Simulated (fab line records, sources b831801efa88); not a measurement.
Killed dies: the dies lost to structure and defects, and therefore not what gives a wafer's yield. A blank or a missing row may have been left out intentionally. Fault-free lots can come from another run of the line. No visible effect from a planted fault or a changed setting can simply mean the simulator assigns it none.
Comparing a struck lot with a sound one / flow sky130 / 31 steps out of a route of 708
Sound: wafers L603.1, L603.4, L603.5. Struck: wafer L593.1 (L593.2, L593.4, from the same lot, were not struck and are left out); the cause is given at the end.
Per side, at each step with rows, come the tool, then ch with its chambers, and then its first start. Under that, the readings that differ: sound wafers / struck wafers / difference of the means / sigmas: that difference in standard deviations of wafers without a fault.
alike: a reading whose means differ by less than 2 such deviations, as well as words and numbers matching on both sides. not compared: withheld readings; readings where some wafer has no value; bounds like >300 that might hide an equal value; numbers whose values overlap and for which the record gives no deviation.
Wherever a step has rows on one side only, a row that says differs or no value, or a row with sigmas, the two part there. Numbers that have no deviation but don't overlap get no sigmas and don't part them. Lack of a reading on every wafer of one side parts them only where that side has two or more wafers.

first, 9 steps without rows for these wafers: SKY_SD_N_DEHYDRATE_00 (time 60 s); SKY_SD_N_HMDS_01 (prime time 60 s); SKY_SD_N_COAT_02 (resist thk 1140 nm); SKY_SD_N_SOFTBAKE_03 (time 60 s); SKY_SD_N_EXPOSE_04 (exposes mask NSDM, target cd 380 nm); SKY_SD_N_PEB_05; SKY_SD_N_DEVELOP_06 (develop time 60 s); SKY_SD_N_IMPLANT_09; SKY_SD_N_IMPLANT_10.
SKY_SD_N_STRIP_11: strips in O2/N2.
  sound on plasma_asher-03 ch 0,1, day 32 19:02; struck on plasma_asher-01 ch 0, day 29 14:38
  alike: chamber_pressure_mTorr, drypump_motor_current_A, oes_product_au, strip_time_to_endpoint_s
  not compared: rf_hours_counter_h
then, 20 steps without rows for these wafers: SKY_SD_N_CLEAN_13 (cleans in SC1/SC2, time 150 s); SKY_SD_N_RTA_14 (time 2 s); SKY_SALICIDE_CLEAN_00 (cleans in HF-last, time 30 s); SKY_LI_CONTACT_HDPCVD_00 (deposits PSG, target thk 930 nm, time 155 s); SKY_LI_CONTACT_CMP_02 (polishes PSG); SKY_LI_CONTACT_DEHYDRATE_04 (time 60 s); SKY_LI_CONTACT_HMDS_05 (prime time 60 s); SKY_LI_CONTACT_COAT_06 (resist thk 60 nm); SKY_LI_CONTACT_COAT_07 (resist thk 450 nm); SKY_LI_CONTACT_SOFTBAKE_08 (time 90 s); SKY_LI_CONTACT_EXPOSE_09 (exposes mask LICM1, target cd 170 nm); SKY_LI_CONTACT_PEB_10; SKY_LI_CONTACT_DEVELOP_11 (develop time 60 s); SKY_LI_CONTACT_ETCH_14 (etches BARC in N2/H2, stops on SiO2, time 45.9 s, target depth 60 nm); SKY_LI_CONTACT_ETCH_15 (etches PSG in C4F8/O2/Ar, stops on Si, target depth 600 nm); SKY_LI_CONTACT_STRIP_16 (strips in O2/N2); SKY_LI_CONTACT_CLEAN_17 (cleans in NMP, time 600 s); SKY_LI_CONTACT_PRE_CLEAN_18 (time 5.6 s); SKY_LI_CONTACT_SPUTTER_19 (material Ti, target thk 20 nm, time 106.37 s); SKY_LI_CONTACT_SPUTTER_20 (material TiN, target thk 20 nm, time 80 s).
-- the record jumps here: 17 days lie between the struck wafers' starts before and after (it left off in module LI_CONTACT and takes up again in module PAD_OPEN, whose first step shown is number 708 of the route) --
SKY_PAD_OPEN_PROBE_99:
  sound: prober-02 at day 49 07:17; struck: prober-02 at day 46 23:25
reading=killed_at_front_end; sound=28 16 21; struck=44; difference=+22; sigmas=+5
  alike: killed_at_M0_to_M3, killed_at_M4_up, killed_at_contacts, killed_at_other, killed_dies, killed_open, killed_short
  not compared: hold

WHERE THEY PART
Only at SKY_PAD_OPEN_PROBE_99, as far as this record shows.

WHY: what the simulator had put in
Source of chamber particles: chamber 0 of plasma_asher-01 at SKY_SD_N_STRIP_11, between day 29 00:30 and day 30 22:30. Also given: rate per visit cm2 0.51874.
